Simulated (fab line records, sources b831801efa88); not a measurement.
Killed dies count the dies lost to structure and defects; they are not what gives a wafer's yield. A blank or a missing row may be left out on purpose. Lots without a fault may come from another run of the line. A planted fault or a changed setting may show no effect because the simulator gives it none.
What tool caused it? :: flow gf180mcu :: 12 lots with 36 wafers sampled at 6 steps, on a route of 602 steps

## WHAT THE GAUGES SHOWED, per wafer
GF_HV_LDD_THK_MEAS_55.
lot: L779
measured: day 12 20:22
on: filmMetro-02
HV_LDD_CVD_54_THK (nm): 9.93 9.93 9.89

lot: L782
measured: day 13 16:35
on: filmMetro-02
HV_LDD_CVD_54_THK (nm): 10.24 10.09 10.09

lot: L783
measured: day 14 04:33
on: filmMetro-02
HV_LDD_CVD_54_THK (nm): 10.02 9.90 9.92

lot: L784
measured: day 14 08:46
on: filmMetro-02
HV_LDD_CVD_54_THK (nm): 9.99 9.95 9.92

lot: L785
measured: day 14 20:47
on: filmMetro-03
HV_LDD_CVD_54_THK (nm): 9.86 9.91 9.91

lot: L791
measured: day 16 20:36
on: filmMetro-03
HV_LDD_CVD_54_THK (nm): 9.94 9.93 9.83

lot: L792
measured: day 17 00:36
on: filmMetro-02
HV_LDD_CVD_54_THK (nm): 10.09 10.09 10.01

lot: L793
measured: day 17 14:13
on: filmMetro-03
HV_LDD_CVD_54_THK (nm): 10.06 10.08 10.01

lot: L795
measured: day 18 04:13
on: filmMetro-01
HV_LDD_CVD_54_THK (nm): 10.07 9.95 9.90

lot: L799
measured: day 19 15:13
on: filmMetro-01
HV_LDD_CVD_54_THK (nm): 10.03 9.95 10.09

lot: L800
measured: day 19 23:13
on: filmMetro-03
HV_LDD_CVD_54_THK (nm): 10.11 10.11 10.10

lot: L801
measured: day 20 09:49
on: filmMetro-01
HV_LDD_CVD_54_THK (nm): 10.07 10.14 10.08

GF_NSD_CD_MEAS_07 targets a cd of 400 nm.
lot: L779
measured: day 13 16:47
on: cdSem-01
cdNm (nm): 399.4 396.4 398.7

lot: L782
measured: day 14 14:56
on: cdSem-02
cdNm (nm): 400.5 400.9 399.5

lot: L783
measured: day 15 04:07
on: cdSem-01
cdNm (nm): 400.8 398.4 398.0

lot: L784
measured: day 15 07:50
on: cdSem-02
cdNm (nm): 399.9 399.0 398.7

lot: L785
measured: day 15 20:02
on: cdSem-02
cdNm (nm): 398.3 398.9 399.4

lot: L791
measured: day 17 22:11
on: cdSem-02
cdNm (nm): 400.2 397.0 399.6

lot: L792
measured: day 18 01:27
on: cdSem-01
cdNm (nm): 397.7 400.9 399.1

lot: L793
measured: day 18 14:53
on: cdSem-02
cdNm (nm): 399.7 401.2 398.2

lot: L795
measured: day 19 05:14
on: cdSem-01
cdNm (nm): 397.8 399.3 402.2

lot: L799
measured: day 20 16:23
on: cdSem-02
cdNm (nm): 397.4 396.3 396.3

lot: L800
measured: day 21 00:44
on: cdSem-01
cdNm (nm): 400.0 401.9 399.7

lot: L801
measured: day 21 11:05
on: cdSem-02
cdNm (nm): 399.0 400.4 401.7

GF_PSD_RS_MEAS_14: the measuring method here is four-point-probe.
lot: L779
measured: day 14 14:31
on: filmMetro-03
NSD_RS (ohm/sq): 46.05 46.18 46.05

lot: L782
measured: day 15 12:50
on: filmMetro-04
NSD_RS (ohm/sq): 45.96 46.01 45.99

lot: L783
measured: day 16 02:44
on: filmMetro-03
NSD_RS (ohm/sq): 46.06 46.11 46.02

lot: L784
measured: day 16 06:24
on: filmMetro-01
NSD_RS (ohm/sq): 46.12 46.07 46.03

lot: L785
measured: day 16 19:50
on: filmMetro-03
NSD_RS (ohm/sq): 46.09 46.21 46.17

lot: L791
measured: day 18 22:44
on: filmMetro-01
NSD_RS (ohm/sq): 44.67 44.65 44.69

lot: L792
measured: day 19 02:19
on: filmMetro-04
NSD_RS (ohm/sq): 44.69 44.61 44.53

lot: L793
measured: day 19 16:32
on: filmMetro-03
NSD_RS (ohm/sq): 46.03 46.13 46.02

lot: L795
measured: day 20 05:59
on: filmMetro-04
NSD_RS (ohm/sq): 46.11 46.04 46.06

lot: L799
measured: day 21 16:50
on: filmMetro-01
NSD_RS (ohm/sq): 46.05 46.05 45.96

lot: L800
measured: day 22 01:33
on: filmMetro-03
NSD_RS (ohm/sq): 46.04 46.04 46.05

lot: L801
measured: day 22 10:47
on: filmMetro-01
NSD_RS (ohm/sq): 46.10 46.15 46.07

## EACH LOT AND THE TOOL THAT RAN IT (in order: tool; ch and the chambers of the sampled wafers; start)
lot: L779
GF_HV_LDD_RTA_52: rtpAnneal-02 ch 0, day 12 19:10
GF_NSD_IMPLANT_09: implanter-01 ch 0, day 13 16:56
GF_NSD_STRIP_11: plasmaAsher-02 ch 0,1, day 13 17:14

lot: L782
GF_HV_LDD_RTA_52: rtpAnneal-02 ch 0, day 13 14:30
GF_NSD_IMPLANT_09: implanter-01 ch 0, day 14 15:05
GF_NSD_STRIP_11: plasmaAsher-02 ch 0,1, day 14 15:23

lot: L783
GF_HV_LDD_RTA_52: rtpAnneal-01 ch 0, day 14 02:50
GF_NSD_IMPLANT_09: implanter-03 ch 0, day 15 04:17
GF_NSD_STRIP_11: plasmaAsher-03 ch 0,1, day 15 04:34

lot: L784
GF_HV_LDD_RTA_52: rtpAnneal-01 ch 0, day 14 07:34
GF_NSD_IMPLANT_09: implanter-03 ch 0, day 15 08:00
GF_NSD_STRIP_11: plasmaAsher-03 ch 0,1, day 15 08:18

lot: L785
GF_HV_LDD_RTA_52: rtpAnneal-01 ch 0, day 14 19:29
GF_NSD_IMPLANT_09: implanter-02 ch 0, day 15 20:12
GF_NSD_STRIP_11: plasmaAsher-03 ch 0,1, day 15 20:29

lot: L791
GF_HV_LDD_RTA_52: rtpAnneal-01 ch 0, day 16 18:49
GF_NSD_IMPLANT_09: implanter-03 ch 0, day 17 22:20
GF_NSD_STRIP_11: plasmaAsher-03 ch 0,1, day 17 22:38

lot: L792
GF_HV_LDD_RTA_52: rtpAnneal-02 ch 0, day 16 22:53
GF_NSD_IMPLANT_09: implanter-03 ch 0, day 18 01:37
GF_NSD_STRIP_11: plasmaAsher-03 ch 0,1, day 18 01:53

lot: L793
GF_HV_LDD_RTA_52: rtpAnneal-02 ch 0, day 17 13:01
GF_NSD_IMPLANT_09: implanter-01 ch 0, day 18 15:03
GF_NSD_STRIP_11: plasmaAsher-04 ch 0,1, day 18 15:21

lot: L795
GF_HV_LDD_RTA_52: rtpAnneal-01 ch 0, day 18 03:01
GF_NSD_IMPLANT_09: implanter-01 ch 0, day 19 05:23
GF_NSD_STRIP_11: plasmaAsher-02 ch 0, day 19 05:41

lot: L799
GF_HV_LDD_RTA_52: rtpAnneal-01 ch 0, day 19 14:01
GF_NSD_IMPLANT_09: implanter-03 ch 0, day 20 16:32
GF_NSD_STRIP_11: plasmaAsher-04 ch 0,1, day 20 16:50

lot: L800
GF_HV_LDD_RTA_52: rtpAnneal-01 ch 0, day 19 22:00
GF_NSD_IMPLANT_09: implanter-03 ch 0, day 21 00:53
GF_NSD_STRIP_11: plasmaAsher-04 ch 0,1, day 21 01:11

lot: L801
GF_HV_LDD_RTA_52: rtpAnneal-01 ch 0, day 20 08:37
GF_NSD_IMPLANT_09: implanter-01 ch 0, day 21 11:14
GF_NSD_STRIP_11: plasmaAsher-03 ch 0,1, day 21 11:32
- GF_HV_LDD_RTA_52: time 10 s.
- GF_NSD_IMPLANT_09
- GF_NSD_STRIP_11: strips in O2/N2.

## AS READ BY THE TOOLS THEMSELVES (means over the sampled wafers that have a number; for cases with no such wafer, the mark the record gives instead)
GF_HV_LDD_RTA_52.
lot: L779
tool: rtpAnneal-02
annealTempCMax: 1004.5
lampPowerPct (%): 30.1
wafer_temp_C_max: 1006.2

lot: L782
tool: rtpAnneal-02
annealTempCMax: 1004.1
lampPowerPct (%): 30.1
wafer_temp_C_max: 1005.3

lot: L783
tool: rtpAnneal-01
annealTempCMax: 1007.3
lampPowerPct (%): 33.7
wafer_temp_C_max: 1002.5

lot: L784
tool: rtpAnneal-01
annealTempCMax: 1008.3
lampPowerPct (%): 33.7
wafer_temp_C_max: 1002.5

lot: L785
tool: rtpAnneal-01
annealTempCMax: 1008.3
lampPowerPct (%): 33.8
wafer_temp_C_max: 1003.3

lot: L791
tool: rtpAnneal-01
annealTempCMax: 1008.7
lampPowerPct (%): 33.7
wafer_temp_C_max: 1003.0

lot: L792
tool: rtpAnneal-02
annealTempCMax: 1004.3
lampPowerPct (%): 30.1
wafer_temp_C_max: 1005.6

lot: L793
tool: rtpAnneal-02
annealTempCMax: 1003.5
lampPowerPct (%): 30.1
wafer_temp_C_max: 1007.0

lot: L795
tool: rtpAnneal-01
annealTempCMax: 1009.1
lampPowerPct (%): 33.7
wafer_temp_C_max: 1003.2

lot: L799
tool: rtpAnneal-01
annealTempCMax: 1008.7
lampPowerPct (%): 33.7
wafer_temp_C_max: 1003.4

lot: L800
tool: rtpAnneal-01
annealTempCMax: 1010.1
lampPowerPct (%): 33.7
wafer_temp_C_max: 1003.5

lot: L801
tool: rtpAnneal-01
annealTempCMax: 1008.9
lampPowerPct (%): 33.7
wafer_temp_C_max: 1002.6

GF_NSD_IMPLANT_09.
lot: L779
tool: implanter-01
beamEnergyKeV: 60.014

lot: L782
tool: implanter-01
beamEnergyKeV: 59.990

lot: L783
tool: implanter-03
beamEnergyKeV: 59.984

lot: L784
tool: implanter-03
beamEnergyKeV: 59.984

lot: L785
tool: implanter-02
beamEnergyKeV: 59.998

lot: L791
tool: implanter-03
beamEnergyKeV: 65.209

lot: L792
tool: implanter-03
beamEnergyKeV: 65.244

lot: L793
tool: implanter-01
beamEnergyKeV: 59.964

lot: L795
tool: implanter-01
beamEnergyKeV: 60.016

lot: L799
tool: implanter-03
beamEnergyKeV: 60.021

lot: L800
tool: implanter-03
beamEnergyKeV: 59.979

lot: L801
tool: implanter-01
beamEnergyKeV: 59.988

GF_NSD_STRIP_11.
lot: L779
tool: plasmaAsher-02
drypumpMotorCurrentA (A): 5.5
heaterPowerW (W): 376
oesProductAu (a.u.): 0.484
stripTimeToEndpointS (s): 23.02

lot: L782
tool: plasmaAsher-02
drypumpMotorCurrentA (A): 5.6
heaterPowerW (W): 371
oesProductAu (a.u.): 0.485
stripTimeToEndpointS (s): 22.93

lot: L783
tool: plasmaAsher-03
drypumpMotorCurrentA (A): 6.3
heaterPowerW (W): 288
oesProductAu (a.u.): 0.494
stripTimeToEndpointS (s): 22.94

lot: L784
tool: plasmaAsher-03
drypumpMotorCurrentA (A): 6.4
heaterPowerW (W): 330
oesProductAu (a.u.): 0.487
stripTimeToEndpointS (s): 22.96

lot: L785
tool: plasmaAsher-03
drypumpMotorCurrentA (A): 6.4
heaterPowerW (W): 288
oesProductAu (a.u.): 0.485
stripTimeToEndpointS (s): 22.97

lot: L791
tool: plasmaAsher-03
drypumpMotorCurrentA (A): 6.4
heaterPowerW (W): 322
oesProductAu (a.u.): 0.478
stripTimeToEndpointS (s): 23.59

lot: L792
tool: plasmaAsher-03
drypumpMotorCurrentA (A): 6.4
heaterPowerW (W): 322
oesProductAu (a.u.): 0.482
stripTimeToEndpointS (s): 23.71

lot: L793
tool: plasmaAsher-04
drypumpMotorCurrentA (A): 5.7
heaterPowerW (W): 314
oesProductAu (a.u.): 0.487
stripTimeToEndpointS (s): 22.98

lot: L795
tool: plasmaAsher-02
drypumpMotorCurrentA (A): 5.4
heaterPowerW (W): 382
oesProductAu (a.u.): 0.483
stripTimeToEndpointS (s): 22.98

lot: L799
tool: plasmaAsher-04
drypumpMotorCurrentA (A): 5.6
heaterPowerW (W): 315
oesProductAu (a.u.): 0.484
stripTimeToEndpointS (s): 23.01

lot: L800
tool: plasmaAsher-04
drypumpMotorCurrentA (A): 5.6
heaterPowerW (W): 318
oesProductAu (a.u.): 0.489
stripTimeToEndpointS (s): 22.97

lot: L801
tool: plasmaAsher-03
drypumpMotorCurrentA (A): 6.3
heaterPowerW (W): 289
oesProductAu (a.u.): 0.485
stripTimeToEndpointS (s): 22.99

## THE ANSWER, worked out from the rows above alone
Rule: the usual values come from the lots themselves. The widest of any qualifying gaps counts: lots, ordered by their means at a reading, are off when they make up no more than a third of the lots, leave a main group of 4 or more, and stand apart from it by 3 or more times the standard deviation of that group's means. A main group is skipped when, at the precision printed for the reading in the tables above, its means are all equal. A lot without any number at a reading at which 4 lots or more have one is off too. Where the step has rows for the other lots, those lots are counted as sound. The gauges are gone through in route order, then the tools' own readings, and for those a lot's mean is taken as printed above. At the first step where some lot is off, the reading lying furthest off is the one used; lots without a number count as furthest.
Off: L791, L792, at GF_PSD_RS_MEAS_14 (NSD_RS). Mean 46.07 ohm/sq and standard deviation 0.044 in the main group.
If a tool, at a process step before that reading, ran all the lots that are off and no sound lot after the first of them, it fits. Not tried: the gauges at GF_PSD_RS_MEAS_14; whatever is off there is also off at GF_NSD_IMPLANT_09, on other tools, and gauge error can't account for it. None of those tried fits.

## WHAT THE SIMULATOR HAD INSERTED
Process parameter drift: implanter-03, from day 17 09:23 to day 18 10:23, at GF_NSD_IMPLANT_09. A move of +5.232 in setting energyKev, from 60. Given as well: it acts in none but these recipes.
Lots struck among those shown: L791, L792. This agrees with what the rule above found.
